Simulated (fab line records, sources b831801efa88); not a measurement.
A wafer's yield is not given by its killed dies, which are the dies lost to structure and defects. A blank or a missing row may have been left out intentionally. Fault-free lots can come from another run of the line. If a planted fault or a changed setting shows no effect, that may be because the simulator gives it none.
Which of the tools did it? :: flow gf180mcu :: 12 lots, 36 wafers sampled, at 5 steps of a route of 602

WHAT THE GAUGES READ, wafer by wafer
GF_NSD_OVL_MEAS_08. Usual: NSD_OVL -0.6 nm, standard deviation 1.3.
lot: L949
measured: day 14 03:55
on: overlay-02
NSD_OVL (nm): -0.2 0.3 0.5
flag: 

lot: L951
measured: day 14 15:01
on: overlay-02
NSD_OVL (nm): 2.2 0.8 1.3
flag: 

lot: L952
measured: day 15 10:08
on: overlay-01
NSD_OVL (nm): -0.9 0.4 -1.8
flag: 

lot: L954
measured: day 15 22:08
on: overlay-02
NSD_OVL (nm): -0.6 -1.0 -1.0
flag: 

lot: L956
measured: day 16 11:47
on: overlay-02
NSD_OVL (nm): -0.9 0.0 -0.8
flag: 

lot: L958
measured: day 17 14:49
on: overlay-02
NSD_OVL (nm): 0.0 -1.1 0.8
flag: 

lot: L959
measured: day 17 16:08
on: overlay-02
NSD_OVL (nm): 0.0 0.4 0.3
flag: 

lot: L962
measured: day 19 08:26
on: overlay-01
NSD_OVL (nm): -0.5 -2.1 -1.6
flag: 

lot: L967
measured: day 20 13:22
on: overlay-01
NSD_OVL (nm): 0.2 0.7 1.1
flag: 

lot: L968
measured: day 20 19:11
on: overlay-01
NSD_OVL (nm): -2.8 -1.5 0.0
flag: 

lot: L969
measured: day 20 22:43
on: overlay-01
NSD_OVL (nm): 0.6 0.3 0.6
flag: 

lot: L970
measured: day 21 09:31
on: overlay-01
NSD_OVL (nm): -1.5 -1.6 -0.1
flag: 

GF_PSD_RS_MEAS_14: measures by four-point-probe. Usual: NSD_RS 46.41 ohm/sq, standard deviation 0.088.
lot: L949
measured: day 15 02:02
on: film metro-02
NSD_RS (ohm/sq): 46.37 46.38 46.41
flag: 

lot: L951
measured: day 15 13:07
on: film metro-02
NSD_RS (ohm/sq): 46.36 46.38 46.48
flag: 

lot: L952
measured: day 16 08:41
on: film metro-03
NSD_RS (ohm/sq): 46.48 46.57 46.47
flag: 

lot: L954
measured: day 16 21:07
on: film metro-03
NSD_RS (ohm/sq): 46.47 46.55 46.45
flag: 

lot: L956
measured: day 17 10:45
on: film metro-02
NSD_RS (ohm/sq): 46.49 46.46 46.59
flag: 

lot: L958
measured: day 18 14:32
on: film metro-02
NSD_RS (ohm/sq): 46.49 46.41 46.44
flag: 

lot: L959
measured: day 18 16:55
on: film metro-03
NSD_RS (ohm/sq): 47.27 47.28 47.30 47.27 47.32 47.24
flag: OFF

lot: L962
measured: day 20 09:38
on: film metro-03
NSD_RS (ohm/sq): 46.40 46.53 46.52
flag: 

lot: L967
measured: day 21 14:45
on: film metro-02
NSD_RS (ohm/sq): 46.43 46.49 46.54
flag: 

lot: L968
measured: day 21 19:57
on: film metro-03
NSD_RS (ohm/sq): 46.24 46.25 46.30
flag: 

lot: L969
measured: day 21 23:23
on: film metro-02
NSD_RS (ohm/sq): 46.46 46.36 46.31
flag: 

lot: L970
measured: day 22 09:55
on: film metro-01
NSD_RS (ohm/sq): 46.32 46.43 46.40
flag: 

GF_PSD_RS_MEAS_15: measures by four-point-probe. Usual: PSD_RS 108.40 ohm/sq, standard deviation 0.29.
lot: L949
measured: day 15 02:10
on: film metro-02
PSD_RS (ohm/sq): 108.28 107.81 108.09
flag: 

lot: L951
measured: day 15 13:14
on: film metro-02
PSD_RS (ohm/sq): 108.60 108.31 108.35
flag: 

lot: L952
measured: day 16 08:49
on: film metro-03
PSD_RS (ohm/sq): 108.54 108.84 108.93
flag: 

lot: L954
measured: day 16 21:14
on: film metro-03
PSD_RS (ohm/sq): 108.45 108.26 108.35
flag: 

lot: L956
measured: day 17 10:52
on: film metro-02
PSD_RS (ohm/sq): 108.62 108.71 108.83
flag: 

lot: L958
measured: day 18 14:39
on: film metro-02
PSD_RS (ohm/sq): 108.61 108.52 108.33
flag: 

lot: L959
measured: day 18 20:16
on: film metro-03
PSD_RS (ohm/sq): 110.61 110.93 110.40 110.51 110.80 110.46
flag: OFF

lot: L962
measured: day 20 09:46
on: film metro-03
PSD_RS (ohm/sq): 108.24 108.26 108.54
flag: 

lot: L967
measured: day 21 14:52
on: film metro-02
PSD_RS (ohm/sq): 108.51 108.92 108.44
flag: 

lot: L968
measured: day 21 20:04
on: film metro-03
PSD_RS (ohm/sq): 107.97 107.61 107.69
flag: 

lot: L969
measured: day 21 23:30
on: film metro-02
PSD_RS (ohm/sq): 108.49 108.35 108.34
flag: 

lot: L970
measured: day 22 10:02
on: film metro-01
PSD_RS (ohm/sq): 108.62 108.20 108.44
flag: 

WHICH TOOL RAN EACH LOT (tool, then ch and the chambers of the sampled wafers, then the start)
lot: L949
GF_HV_LDD_RTA_52: rtp anneal-02 ch 0, day 13 04:33
GF_PSD_RTA_13: rtp anneal-01 ch 0, day 15 01:58

lot: L951
GF_HV_LDD_RTA_52: rtp anneal-01 ch 0, day 13 15:29
GF_PSD_RTA_13: rtp anneal-02 ch 0, day 15 13:01

lot: L952
GF_HV_LDD_RTA_52: rtp anneal-01 ch 0, day 14 09:39
GF_PSD_RTA_13: rtp anneal-02 ch 0, day 16 08:36

lot: L954
GF_HV_LDD_RTA_52: rtp anneal-02 ch 0, day 14 21:37
GF_PSD_RTA_13: rtp anneal-01 ch 0, day 16 21:02

lot: L956
GF_HV_LDD_RTA_52: rtp anneal-02 ch 0, day 15 10:45
GF_PSD_RTA_13: rtp anneal-02 ch 0, day 17 10:39

lot: L958
GF_HV_LDD_RTA_52: rtp anneal-02 ch 0, day 16 13:08
GF_PSD_RTA_13: rtp anneal-02 ch 0, day 18 14:26

lot: L959
GF_HV_LDD_RTA_52: rtp anneal-01 ch 0, day 16 13:39
GF_PSD_RTA_13: rtp anneal-02 ch 0, day 18 16:50

lot: L962
GF_HV_LDD_RTA_52: rtp anneal-01 ch 0, day 18 03:41
GF_PSD_RTA_13: rtp anneal-01 ch 0, day 20 09:33

lot: L967
GF_HV_LDD_RTA_52: rtp anneal-02 ch 0, day 19 10:14
GF_PSD_RTA_13: rtp anneal-01 ch 0, day 21 14:40

lot: L968
GF_HV_LDD_RTA_52: rtp anneal-01 ch 0, day 19 16:11
GF_PSD_RTA_13: rtp anneal-01 ch 0, day 21 19:52

lot: L969
GF_HV_LDD_RTA_52: rtp anneal-02 ch 0, day 19 19:32
GF_PSD_RTA_13: rtp anneal-01 ch 0, day 21 23:18

lot: L970
GF_HV_LDD_RTA_52: rtp anneal-02 ch 0, day 20 05:59
GF_PSD_RTA_13: rtp anneal-01 ch 0, day 22 09:48
- GF_HV_LDD_RTA_52: time 10 s.
- GF_PSD_RTA_13: time 20 s.

WHAT THE TOOLS THEMSELVES READ (means of the sampled wafers that have a number; where no wafer has one, the mark that the record gives instead)
GF_HV_LDD_RTA_52. Usual: lamp power pct 31 %, standard deviation 3.6; wafer_temp_C_max 1004.4, standard deviation 1.2.
lot: L949
tool: rtp anneal-02
lamp power pct (%): 27
wafer_temp_C_max: 1003.4
flag: 

lot: L951
tool: rtp anneal-01
lamp power pct (%): 34
wafer_temp_C_max: 1005.2
flag: 

lot: L952
tool: rtp anneal-01
lamp power pct (%): 34
wafer_temp_C_max: 1005.0
flag: 

lot: L954
tool: rtp anneal-02
lamp power pct (%): 27
wafer_temp_C_max: 1003.1
flag: 

lot: L956
tool: rtp anneal-02
lamp power pct (%): 27
wafer_temp_C_max: 1003.8
flag: 

lot: L958
tool: rtp anneal-02
lamp power pct (%): 27
wafer_temp_C_max: 1002.6
flag: 

lot: L959
tool: rtp anneal-01
lamp power pct (%): 34
wafer_temp_C_max: 1005.3
flag: 

lot: L962
tool: rtp anneal-01
lamp power pct (%): 34
wafer_temp_C_max: 1005.6
flag: 

lot: L967
tool: rtp anneal-02
lamp power pct (%): 27
wafer_temp_C_max: 1003.7
flag: 

lot: L968
tool: rtp anneal-01
lamp power pct (%): 34
wafer_temp_C_max: 1006.1
flag: 

lot: L969
tool: rtp anneal-02
lamp power pct (%): 27
wafer_temp_C_max: 1002.9
flag: 

lot: L970
tool: rtp anneal-02
lamp power pct (%): 27
wafer_temp_C_max: 1004.3
flag: 

GF_PSD_RTA_13. Usual: lamp power pct 32 %, standard deviation 3.7; run length s 48.8 s, standard deviation 0.59; wafer_temp_C_max 1029.7, standard deviation 1.3.
lot: L949
tool: rtp anneal-01
lamp power pct (%): 36
run length s (s): 48.6
wafer_temp_C_max: 1030.4
flag: 

lot: L951
tool: rtp anneal-02
lamp power pct (%): 28
run length s (s): 48.5
wafer_temp_C_max: 1028.3
flag: 

lot: L952
tool: rtp anneal-02
lamp power pct (%): 28
run length s (s): 48.3
wafer_temp_C_max: 1028.9
flag: 

lot: L954
tool: rtp anneal-01
lamp power pct (%): 36
run length s (s): 48.7
wafer_temp_C_max: 1030.6
flag: 

lot: L956
tool: rtp anneal-02
lamp power pct (%): 28
run length s (s): 48.4
wafer_temp_C_max: 1028.6
flag: 

lot: L958
tool: rtp anneal-02
lamp power pct (%): 28
run length s (s): 48.5
wafer_temp_C_max: 1028.7
flag: 

lot: L959
tool: rtp anneal-02
lamp power pct (%): 28
run length s (s): 44.7
wafer_temp_C_max: 1028.5
flag: OFF

lot: L962
tool: rtp anneal-01
lamp power pct (%): 36
run length s (s): 48.9
wafer_temp_C_max: 1030.3
flag: 

lot: L967
tool: rtp anneal-01
lamp power pct (%): 36
run length s (s): 48.8
wafer_temp_C_max: 1030.5
flag: 

lot: L968
tool: rtp anneal-01
lamp power pct (%): 36
run length s (s): 48.9
wafer_temp_C_max: 1029.3
flag: 

lot: L969
tool: rtp anneal-01
lamp power pct (%): 36
run length s (s): 48.9
wafer_temp_C_max: 1030.1
flag: 

lot: L970
tool: rtp anneal-01
lamp power pct (%): 36
run length s (s): 48.9
wafer_temp_C_max: 1030.6
flag: 

THE ANSWER, worked out from the rows above alone
Rule: a lot counts as off when the mean over its wafers that have a number is more than 3 standard deviations away from the usual mean. Also off: a lot with no number at a reading for which 4 or more lots have one. All remaining lots with rows at the step are treated as sound. After the gauges, taken in route order, come the tools' own readings; for these a lot's mean is taken, as printed above. At the first step where some lot is off, the reading lying furthest off is the one used; lots without a number count as furthest.
Off: L959, at GF_PSD_RS_MEAS_14 (NSD_RS).
A tool fits if, at a process step before that reading, it ran every lot that is off, and no sound lot after the first of them. Not tried: the gauges at GF_PSD_RS_MEAS_14; whatever is off there is also off at GF_PSD_RTA_13, on other tools, and gauge error can't account for it. One candidate fits, namely rtp anneal-02 at GF_PSD_RTA_13. Its last sound lot is L958 (day 18 14:26), its first lot that is off L959 (day 18 16:50): a fault that began between those two fits.
The tool's own readings at GF_PSD_RTA_13 bear it out: on the lots that are off they differ by more than 5 times the standard deviation of the sound lots' means. run length s reads 44.7 s there against 48.7 s on the sound lots.

WHAT THE SIMULATOR HAD PUT IN
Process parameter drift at GF_PSD_RTA_13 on rtp anneal-02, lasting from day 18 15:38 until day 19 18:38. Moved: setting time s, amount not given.
Struck lots among those shown: L959. Same finding as the rule above.
